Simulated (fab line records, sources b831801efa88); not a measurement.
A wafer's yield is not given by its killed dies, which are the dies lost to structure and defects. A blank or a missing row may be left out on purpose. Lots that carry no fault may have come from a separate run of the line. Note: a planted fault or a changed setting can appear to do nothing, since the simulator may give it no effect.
fab line records -- flow sky130
record: lots: 6, wafers: 18, lastDay: 50
route steps=708 shown METAL2@504 VIA2@507 PAD_OPEN@708
lots with no fault: from the same line, run without faults
startH: hours from the record's first day to the start of the lot's first wafer shown -- waitH: time in hours since the lot's previous step -- " repeats the value in the row above -- L1.1+2: several wafers, shown together as one row -- - no value present, or no start provided -- * or withheld: withheld -- < > ~ a bound
route shown NAME@n: NAME is a module with steps in the file, n the number in the route of the first one -- usual: the fault-free wafers' mean and standard deviation -- same: alike in all rows -- chamber/n: place in a boat -- sites: each site's reading -- _std_site: how widely they spread, as a standard deviation -- _edge_site: mean of outer sites minus mean of inner sites -- radiusMm: how far each site lies from the wafer's centre -- mask NAME#n: copy n -- behind: tool/chamber where the wafer was last shaped -- hold: why the lot went on hold/how many hours it stayed there/how the hold came to an end -- device: transistor that didn't switch, given as n, p or np -- end of line: the tests these same wafers got at the end of their route -- a step with no rows: only its recipe -- killed: dies that structure and defects cost at the first sort, which is not the same as the wafer's yield -- map: the dies of a wafer, with x for killed, . for not killed, _ for no die there
set.NAME: the run value of the setting; set.NAME@STEP: its run value at that earlier step -- model.NAME: the simulator's own value behind a step, which no gauge read
certain route steps with their lots: each step a table, each wafer a row
services: from which hour (startH, from the record's first day; less than 0 if before it) a tool's chamber was out of use, for how many hours, and why
== steps ==
step: SKY_METAL2_STRIP_21
recipe: chemistry: postEtchResidueRemover, timeS: 1200, tempC: 72.5
step: SKY_METAL2_CLEAN_22
recipe: chemistry: IPA, timeS: 180, tempC: 25
step: SKY_METAL2_CLEAN_23
recipe: chemistry: O3/DIW, dry: n2Spin
step: SKY_VIA2_HDPCVD_00
recipe: material: SiO2, targetThkNm: 1180, sigmaOpenFrac: 0.3, timeS: 196.7, tempC: 400, sih4FlowSccm: 60, pressureMtorr: 6
step: SKY_VIA2_THK_MEAS_01
recipe: reads: SiO2_of_VIA2_HDPCVD_00
usual: VIA2_HDPCVD_THK: 1176/15
lot.wafer,tool,chamber,startH,waitH,VIA2_HDPCVD_THK[nm]
L871.2,filmMetro-01,-,866.78,0.1,1180
L871.3,filmMetro-01,-,866.78,0.1,1170
L871.5,filmMetro-01,-,866.78,0.1,1171
L880.2,filmMetro-03,-,917.70,0.1,1159
L880.3,filmMetro-03,-,917.70,0.1,1174
L880.5,filmMetro-03,-,917.70,0.1,1175
L881.2,filmMetro-04,-,926.19,0.1,1168
L881.3,filmMetro-04,-,926.19,0.1,1163
L881.6,filmMetro-04,-,926.19,0.1,1177
L882.2,filmMetro-03,-,943.49,0.1,1194
L882.3,filmMetro-03,-,943.49,0.1,1196
L882.6,filmMetro-03,-,943.49,0.1,1206
L886.1,filmMetro-03,-,959.11,0.1,1175
L886.2,filmMetro-03,-,959.11,0.1,1167
L886.6,filmMetro-03,-,959.11,0.1,1172
L888.2,filmMetro-01,-,969.00,0.1,1163
L888.3,filmMetro-01,-,969.00,0.1,1169
L888.4,filmMetro-01,-,969.00,0.1,1155
step: SKY_VIA2_CMP_02
recipe: material: SiO2, downForcePsi: 4, platenRpm: 60, padVelocityMS: 0.94248
usual: motorCurrentA: 11.9/1.3, slurryFilterDpKPa: 13.50/0.12
lot.wafer,tool,chamber,startH,waitH,motorCurrentA,slurryFilterDpKPa
L871.2,cmp-01,3,866.93,0.1,11.2,13.65
L871.3,cmp-01,0,866.93,0.1,15.3,13.57
L871.5,cmp-01,2,866.93,0.1,10.3,13.81
L880.3,cmp-01,0,917.80,0.1,14.5,13.36
L880.2,cmp-01,2,917.80,0.1,11.3,13.65
L880.5,cmp-01,3,917.80,0.1,11.6,13.73
L881.3,cmp-02,1,926.29,0.1,12.5,13.45
L881.2,cmp-02,3,926.29,0.1,12.0,13.45
L881.6,cmp-02,1,926.29,0.1,11.2,13.48
L882.3,cmp-01,3,943.75,0.2,11.2,13.43
L882.2,cmp-01,2,943.75,0.2,11.4,13.52
L882.6,cmp-01,0,943.75,0.2,15.0,13.41
L886.2,cmp-02,0,959.22,0.1,10.0,13.56
L886.1,cmp-02,2,959.22,0.1,12.2,13.43
L886.6,cmp-02,3,959.22,0.1,11.7,13.69
L888.2,cmp-02,3,969.05,0.0,11.5,13.65
L888.3,cmp-02,0,969.05,0.0,10.0,13.53
L888.4,cmp-02,2,969.05,0.0,12.1,13.55
step: SKY_VIA2_BOW_MEAS_03
recipe: mode: bow
usual: VIA2_BOW: 87/7.4
lot.wafer,tool,chamber,startH,waitH,VIA2_BOW[um]
L871.2,filmMetro-04,-,867.15,0.2,80
L871.3,filmMetro-04,-,867.15,0.2,83
L871.5,filmMetro-04,-,867.15,0.2,70
L880.2,filmMetro-03,-,918.07,0.1,84
L880.3,filmMetro-03,-,918.07,0.1,87
L880.5,filmMetro-03,-,918.07,0.1,73
L881.2,filmMetro-01,-,926.56,0.1,94
L881.3,filmMetro-01,-,926.56,0.1,84
L881.6,filmMetro-01,-,926.56,0.1,81
L882.2,filmMetro-01,-,944.07,0.1,87
L882.3,filmMetro-01,-,944.07,0.1,77
L882.6,filmMetro-01,-,944.07,0.1,80
L886.1,filmMetro-01,-,959.47,0.1,92
L886.2,filmMetro-01,-,959.47,0.1,85
L886.6,filmMetro-01,-,959.47,0.1,87
L888.2,filmMetro-04,-,969.37,0.3,76
L888.3,filmMetro-04,-,969.37,0.3,83
L888.4,filmMetro-04,-,969.37,0.3,99
step: SKY_VIA2_DEHYDRATE_04
recipe: tempC: 200, timeS: 60
step: SKY_VIA2_HMDS_05
recipe: primeTimeS: 60, primeTempC: 120
step: SKY_VIA2_COAT_06
recipe: resist: BARC, tempC: withheld, timeS: withheld, spinRpm: 3000, resistThkNm: 60
step: SKY_VIA2_COAT_07
recipe: resist: KrF-thick, spinRpm: 3000, resistThkNm: 450
step: SKY_VIA2_SOFTBAKE_08
recipe: tempC: 100, timeS: 90, resist: KrF-thick
step: SKY_VIA2_EXPOSE_09
recipe: maskId: VIM2, na: 0.8, sourceShape: annular, sigmaInner: 0.55, sigmaOuter: 0.85, targetCdNm: 200, doseMj: 38
usual: exposureDoseMJCm2: 38.06/0.18
lot.wafer,tool,chamber,startH,waitH,mask,exposureDoseMJCm2
L871.2,krfScanner-01,0,880.58,-,VIM2#0,37.91
L871.3,krfScanner-01,0,880.58,-,VIM2#0,37.95
L871.5,krfScanner-01,0,880.58,-,VIM2#0,37.97
L880.2,krfScanner-01,0,930.40,-,VIM2#0,37.95
L880.3,krfScanner-01,0,930.40,-,VIM2#0,37.94
L880.5,krfScanner-01,0,930.40,-,VIM2#0,37.94
L881.2,krfScanner-02,0,939.82,-,VIM2#0,38.01
L881.3,krfScanner-02,0,939.82,-,VIM2#0,38.06
L881.6,krfScanner-02,0,939.82,-,VIM2#0,38.03
L882.2,krfScanner-01,0,956.13,-,VIM2#0,37.97
L882.3,krfScanner-01,0,956.13,-,VIM2#0,37.92
L882.6,krfScanner-01,0,956.13,-,VIM2#0,37.96
L886.1,krfScanner-01,0,972.58,-,VIM2#0,37.02
L886.2,krfScanner-01,0,972.58,-,VIM2#0,37.01
L886.6,krfScanner-01,0,972.58,-,VIM2#0,37.03
L888.2,krfScanner-01,0,981.97,-,VIM2#0,37.13
L888.3,krfScanner-01,0,981.97,-,VIM2#0,37.06
L888.4,krfScanner-01,0,981.97,-,VIM2#0,37.11
step: SKY_VIA2_PEB_10
recipe: pebTempC: withheld, pebTimeS: withheld, resist: KrF-thick
step: SKY_VIA2_DEVELOP_11
recipe: developTimeS: 60, resist: KrF-thick, devTempC: 21
step: SKY_VIA2_CD_MEAS_12
recipe: targetCdNm: 200
usual: cdNm: 199.8/1.1
lot.wafer,tool,chamber,startH,waitH,hold,cdNm
L871.2,cdSem-02,-,893.93,-,-,201.0
L871.3,cdSem-02,-,893.93,-,-,200.4
L871.5,cdSem-02,-,893.93,-,-,200.8
L880.2,cdSem-01,-,943.28,-,-,200.0
L880.3,cdSem-01,-,943.28,-,-,200.5
L880.5,cdSem-01,-,943.28,-,-,200.9
L881.2,cdSem-01,-,952.13,-,-,200.1
L881.3,cdSem-01,-,952.13,-,-,200.8
L881.6,cdSem-01,-,952.13,-,-,200.5
L882.2,cdSem-01,-,968.29,-,-,201.3
L882.3,cdSem-01,-,968.29,-,-,199.7
L882.6,cdSem-01,-,968.29,-,-,199.7
L886.1,cdSem-01,-,984.71,-,awaitDispo/0.2h/release,195.7
L886.2,cdSem-01,-,984.71,-,awaitDispo/0.2h/release,194.8
L886.6,cdSem-01,-,984.71,-,awaitDispo/0.2h/release,196.1
L886.1,cdSem-01,-,985.00,0.3,-,195.6
L886.2,cdSem-01,-,985.00,0.3,-,195.2
L886.6,cdSem-01,-,985.00,0.3,-,196.2
L888.2,cdSem-01,-,993.88,-,-,197.4
L888.3,cdSem-01,-,993.88,-,-,195.9
L888.4,cdSem-01,-,993.88,-,-,197.1
step: SKY_VIA2_OVL_MEAS_13
usual: VIA2_OVL: -1/5
lot.wafer,tool,chamber,startH,waitH,hold,VIA2_OVL[nm]
L871.2,overlay-02,-,894.04,0.1,-,6
L871.3,overlay-02,-,894.04,0.1,-,-3
L871.5,overlay-02,-,894.04,0.1,-,-2
L880.2,overlay-01,-,943.39,0.1,-,-2
L880.3,overlay-01,-,943.39,0.1,-,2
L880.5,overlay-01,-,943.39,0.1,-,-3
L881.2,overlay-02,-,952.24,0.1,-,0
L881.3,overlay-02,-,952.24,0.1,-,-3
L881.6,overlay-02,-,952.24,0.1,-,-5
L882.2,overlay-02,-,968.40,0.1,-,8
L882.3,overlay-02,-,968.40,0.1,-,2
L882.6,overlay-02,-,968.40,0.1,-,2
L888.2,overlay-01,-,993.99,0.1,-,0
L888.3,overlay-01,-,993.99,0.1,-,6
L888.4,overlay-01,-,993.99,0.1,-,5
L886.1,overlay-01,-,998.62,13.6,awaitDispo/13.5h/release,-5
L886.2,overlay-01,-,998.62,13.6,awaitDispo/13.5h/release,-2
L886.6,overlay-01,-,998.62,13.6,awaitDispo/13.5h/release,-1
step: SKY_VIA2_ETCH_14
recipe: chemistry: N2/H2, target: BARC, ionEnergyEv: 200, sourceW: 500, biasW: 100, pressureMtorr: 30, n2FlowSccm: 100, h2FlowSccm: 200, stopOn: SiO2, timeS: 45.9, targetDepthA: 600
usual: biasW: 100.00/0.29, drypumpMotorCurrentA: 5.8/0.48, oesProductAu: 0.855/0.0047, throttleValvePct: 13.225/0.0096
lot.wafer,tool,chamber,startH,waitH,biasW,drypumpMotorCurrentA,oesProductAu,rfHoursCounterH,throttleValvePct,model.VIA2.cdNm
L871.2,rieDiel-02,3,894.07,0.0,100.34,6.0,0.861,12,13.222,200.2
L871.3,rieDiel-02,1,894.07,0.0,99.92,5.6,0.854,5,13.217,200.2
L871.5,rieDiel-02,2,894.07,0.0,99.49,6.2,0.848,-,13.226,200.1
L880.2,rieDiel-02,2,943.42,0.0,99.71,6.2,0.856,27,13.225,200.2
L880.3,rieDiel-02,1,943.42,0.0,99.83,5.5,0.856,7,13.218,200.3
L880.5,rieDiel-02,0,943.42,0.0,100.06,6.2,0.851,-,13.218,200.3
L881.2,rieDiel-04,1,952.27,0.0,100.04,4.9,0.854,14,13.235,202.1
L881.3,rieDiel-04,0,952.27,0.0,100.16,5.7,0.861,15,13.235,201.1
L881.6,rieDiel-04,0,952.27,0.0,100.26,5.7,0.858,-,13.221,200.5
L882.2,rieDiel-02,1,968.43,0.0,100.48,5.5,0.855,8,13.224,200.1
L882.3,rieDiel-02,0,968.43,0.0,99.71,6.2,0.856,18,13.238,198.7
L882.6,rieDiel-02,1,968.43,0.0,100.21,5.5,0.854,-,13.241,199.2
L888.2,rieDiel-02,0,994.02,0.0,99.76,6.2,0.857,19,13.223,197.1
L888.3,rieDiel-02,1,994.02,0.0,99.86,5.5,0.857,9,13.235,195.8
L888.4,rieDiel-02,2,994.02,0.0,100.44,6.2,0.858,28,13.221,196.4
L886.1,rieDiel-02,1,998.65,0.0,99.75,5.5,0.859,8,13.236,195.2
L886.2,rieDiel-02,2,998.65,0.0,99.68,6.2,0.848,28,13.231,194.4
L886.6,rieDiel-02,3,998.65,0.0,100.05,6.0,0.849,-,13.243,194.6
step: SKY_VIA2_ETCH_15
recipe: target: SiO2, chemistry: C4F8/O2/Ar, targetDepthNm: 546, stopOn: TiN, maskMaterial: KrF-thick, sourceW: 1500, biasW: 1200, pressureMtorr: 40, c4f8FlowSccm: withheld, O2_flow_sccm: 6, Ar_flow_sccm: 300, timeS: 84
usual: biasW: 1200/3.8, oesProductAu: 0.940/0.0051
lot.wafer,tool,chamber,startH,waitH,biasW,oesProductAu
L871.2,rieDiel-02,3,894.11,0.0,1203,0.947
L871.3,rieDiel-02,1,894.11,0.0,1205,0.941
L871.5,rieDiel-02,2,894.11,0.0,1201,0.939
L880.2,rieDiel-02,2,943.46,0.0,1197,0.944
L880.3,rieDiel-02,1,943.46,0.0,1200,0.943
L880.5,rieDiel-02,0,943.46,0.0,1202,0.941
L881.2,rieDiel-04,1,952.31,0.0,1200,0.947
L881.3,rieDiel-04,0,952.31,0.0,1205,0.936
L881.6,rieDiel-04,0,952.31,0.0,1199,0.938
L882.2,rieDiel-02,1,968.47,0.0,1203,0.933
L882.3,rieDiel-02,0,968.47,0.0,1202,0.931
L882.6,rieDiel-02,1,968.47,0.0,1200,0.943
L888.2,rieDiel-02,0,994.06,0.0,1201,0.940
L888.3,rieDiel-02,1,994.06,0.0,1202,0.935
L888.4,rieDiel-02,2,994.06,0.0,1199,0.937
L886.1,rieDiel-02,1,998.69,0.0,1198,0.943
L886.2,rieDiel-02,2,998.69,0.0,1198,0.935
L886.6,rieDiel-02,3,998.69,0.0,1193,0.945
step: SKY_PAD_OPEN_PROBE_99
usual: killed_at_M0_to_M3: 43/6.8, killed_at_M4_up: 3.2/2, killedAtContacts: 24/5.3, killedAtFrontEnd: 16/4.4, killedAtOther: 0.3/0.54, killedDies: 86/9.4, killedOpen: 48/6.6, killedShort: 38/6.5
same: grossDies: 492, killedAtBackSide: 0
lot.wafer,tool,chamber,startH,waitH,killed_at_M0_to_M3,killed_at_M4_up,killedAtContacts,killedAtFrontEnd,killedAtOther,killedDies,killedOpen,killedShort,model.etest.resDeepNwell.rsOhmSq,model.etest.resDeepNwell.lineOhmUm
L880.2,prober-01,-,1155.73,0.1,49,4,21,18,0,92,46,46,2178,716.4
L880.3,prober-01,-,1155.78,0.2,37,1,25,14,0,77,39,38,2216,739.2
L880.5,prober-01,-,1155.88,0.2,41,4,21,20,0,86,52,34,2179,738.5
L881.2,prober-02,-,1164.53,0.1,46,7,20,15,0,88,52,36,2180,718
L881.3,prober-02,-,1164.58,0.2,46,2,22,17,0,87,45,42,2169,730.1
L881.6,prober-02,-,1164.73,0.2,44,3,17,16,0,80,40,40,2192,722.7
L882.2,prober-02,-,1174.65,0.1,51,0,14,13,0,78,43,34,2172,719.6
L882.3,prober-02,-,1174.70,0.2,51,4,20,16,1,92,46,44,2172,725.1
L882.6,prober-02,-,1174.85,0.2,43,2,28,11,1,85,49,36,2174,720.7
L886.1,prober-01,-,1188.45,0.1,39,3,32,15,1,90,47,43,2200,731.4
L886.2,prober-01,-,1188.50,0.1,46,7,17,16,1,87,55,32,2200,733.6
L886.6,prober-01,-,1188.70,0.2,32,7,21,13,0,73,42,31,2192,728.2
L888.2,prober-02,-,1192.16,0.1,39,2,37,6,0,84,47,37,1949,641.2
L888.3,prober-02,-,1192.21,0.2,58,2,29,22,0,111,56,54,1955,653.6
L888.4,prober-02,-,1192.26,0.2,39,1,25,14,0,79,39,40,1949,649.1
killed by level:class
L880.2 VIA2:geometricParticle:open=9 METAL2:geometricParticle:short=8 CONTACT:geometricParticle:open=7 POLY_GATE:geometricParticle:open=5 VIA1:geometricParticle:short=5 VIA1:geometricParticle:open=5 VIA2:geometricParticle:short=5 VIA3:geometricParticle:open=5
L880.3 VIA1:geometricParticle:open=7 VIA1:geometricParticle:short=7 FIELD_ISO:geometricParticle:open=6 CONTACT:geometricParticle:open=6 VIA2:geometricParticle:open=5 LI_CONTACT:geometricParticle:open=5 LOCAL_INTERCONNECT:geometricParticle:short=5 VIA2:geometricParticle:short=5
L880.5 VIA1:geometricParticle:open=11 VIA2:geometricParticle:open=8 VIA3:geometricParticle:open=8 LI_CONTACT:geometricParticle:open=6 CONTACT:geometricParticle:short=6 CONTACT:geometricParticle:open=6 POLY_GATE:geometricParticle:open=5 VIA1:geometricParticle:short=5
L881.2 VIA1:geometricParticle:open=13 CONTACT:geometricParticle:open=9 METAL4:geometricParticle:short=7 VIA2:geometricParticle:open=6 METAL3:geometricParticle:short=6 VIA3:geometricParticle:open=5 FIELD_ISO:geometricParticle:open=4 POLY_GATE:geometricParticle:short=4
L881.3 VIA1:geometricParticle:open=13 LI_CONTACT:geometricParticle:open=8 VIA2:geometricParticle:open=8 CONTACT:geometricParticle:open=8 POLY_GATE:geometricParticle:short=6 METAL1:geometricParticle:short=5 VIA1:geometricParticle:short=5 FIELD_ISO:geometricParticle:short=4
L881.6 METAL2:geometricParticle:short=10 VIA3:geometricParticle:open=8 FIELD_ISO:geometricParticle:short=7 LI_CONTACT:geometricParticle:open=7 VIA2:geometricParticle:open=6 VIA1:geometricParticle:open=5 CONTACT:geometricParticle:short=4 CONTACT:geometricParticle:open=4
L882.2 VIA1:geometricParticle:open=10 VIA3:geometricParticle:open=9 METAL2:geometricParticle:short=7 CONTACT:geometricParticle:open=6 VIA1:geometricParticle:short=6 FIELD_ISO:geometricParticle:open=4 LOCAL_INTERCONNECT:geometricParticle:short=4 METAL1:geometricParticle:short=4
L882.3 VIA1:geometricParticle:open=9 VIA1:geometricParticle:short=7 METAL1:geometricParticle:short=7 FIELD_ISO:geometricParticle:open=6 LI_CONTACT:geometricParticle:open=6 VIA2:geometricParticle:open=5 LOCAL_INTERCONNECT:geometricParticle:short=4 CONTACT:geometricParticle:open=4
L882.6 CONTACT:geometricParticle:open=9 VIA1:geometricParticle:open=9 VIA2:geometricParticle:open=8 LI_CONTACT:geometricParticle:open=7 VIA1:geometricParticle:short=6 FIELD_ISO:geometricParticle:short=5 CONTACT:geometricParticle:short=5 LOCAL_INTERCONNECT:geometricParticle:short=4
L886.1 LOCAL_INTERCONNECT:geometricParticle:short=10 CONTACT:geometricParticle:open=9 VIA1:geometricParticle:open=8 LI_CONTACT:geometricParticle:open=7 VIA2:geometricParticle:open=7 FIELD_ISO:geometricParticle:short=5 METAL2:geometricParticle:short=5 VIA3:geometricParticle:open=5
L886.2 VIA3:geometricParticle:open=11 VIA1:geometricParticle:open=8 LI_CONTACT:geometricParticle:open=7 VIA2:geometricParticle:open=7 FIELD_ISO:geometricParticle:open=6 VIA1:geometricParticle:short=5 CONTACT:geometricParticle:open=4 METAL1:geometricParticle:short=4
L886.6 VIA1:geometricParticle:open=9 CONTACT:geometricParticle:open=8 CONTACT:geometricParticle:short=7 METAL2:geometricParticle:short=6 FIELD_ISO:geometricParticle:open=5 VIA2:geometricParticle:open=5 METAL4:geometricParticle:short=5 VIA3:geometricParticle:open=4
L888.2 CONTACT:geometricParticle:open=12 LI_CONTACT:geometricParticle:open=8 LOCAL_INTERCONNECT:geometricParticle:short=7 VIA1:geometricParticle:open=6 VIA3:geometricParticle:open=6 VIA1:geometricParticle:short=5 VIA2:geometricParticle:short=5 LI_CONTACT:geometricParticle:short=4
L888.3 VIA1:geometricParticle:open=18 METAL1:geometricParticle:short=9 CONTACT:geometricParticle:open=9 LOCAL_INTERCONNECT:geometricParticle:short=7 FIELD_ISO:geometricParticle:open=6 VIA1:geometricParticle:short=6 POLY_GATE:geometricParticle:short=5 LI_CONTACT:geometricParticle:open=5
L888.4 CONTACT:geometricParticle:short=9 CONTACT:geometricParticle:open=6 VIA1:geometricParticle:short=6 VIA1:geometricParticle:open=6 VIA2:geometricParticle:open=6 FIELD_ISO:geometricParticle:short=5 LI_CONTACT:geometricParticle:open=5 VIA3:geometricParticle:open=5
== services ==
tool,chamber,startH,hours,kind
krfScanner-01,-,844.34,0.5,repair
cmp-01,-,847.83,5.3,repair
rieDiel-04,2,853.61,1.9,repair
rieDiel-04,-,854.91,2.8,pm
krfScanner-01,-,862.74,0.8,pm
krfScanner-02,-,863.14,2.1,repair
krfScanner-01,-,868.88,1.0,pm
krfScanner-01,-,875.00,0.4,repair
rieDiel-04,-,891.22,28.1,pm
krfScanner-01,-,901.80,1.3,pm
krfScanner-02,-,911.84,0.8,pm
cmp-01,-,912.00,4.0,pm
krfScanner-01,-,918.71,0.8,repair
cmp-01,-,919.43,2.0,repair
rieDiel-04,3,920.42,4.7,repair
krfScanner-02,-,920.52,1.0,pm
rieDiel-04,2,922.62,1.8,repair
cmp-01,-,928.16,4.4,repair
cmp-02,-,936.58,9.3,repair
rieDiel-04,3,943.15,21.8,repair
krfScanner-02,-,954.73,6.0,repair
cmp-01,-,955.60,25.6,pm
rieDiel-04,3,965.27,2.7,repair
cmp-02,-,981.53,7.5,pm
== key ==
firstSign: step: SKY_VIA2_EXPOSE_09, reading: exposureDoseMJCm2, direction: down, sigmas: 5.6, usual: *, struck: *
effect: step: SKY_VIA2_CD_MEAS_12, reading: visit, direction: added
modelEffect: step: SKY_VIA2_ETCH_14, value: VIA2.cdNm, without: 199.8, struck: 195.6
modelEffect: step: SKY_PAD_OPEN_PROBE_99, value: etest.resDeepNwell.rsOhmSq, without: 2211, struck: 2074
metAt SKY_VIA2_EXPOSE_09
struckWafers L886.1,L886.2,L886.6,L888.2,L888.3,L888.4
testerLeftOut L888
onsetBetween 956.13 972.58
earlierFault: kind: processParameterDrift, tool: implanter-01, chamber: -, onsetH: 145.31, steps: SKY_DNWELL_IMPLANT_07, channel: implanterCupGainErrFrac, offset: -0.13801, shape: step, endH: 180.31
fault: kind: processParameterDrift, tool: krfScanner-01, chamber: -, onsetH: 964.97, steps: SKY_VIA2_EXPOSE_09, channel: doseMj, offset: -0.88897, shape: step, actsIn: theseRecipesOnly, stated: 38
testerLeftOut: of these lots the tester's yield and bins aren't shown, on N5 and GAA mostly nor the transistor test; their killed dies are dies lost to structure and defects alone, not to doping, threshold or leakage, so they don't give the yield
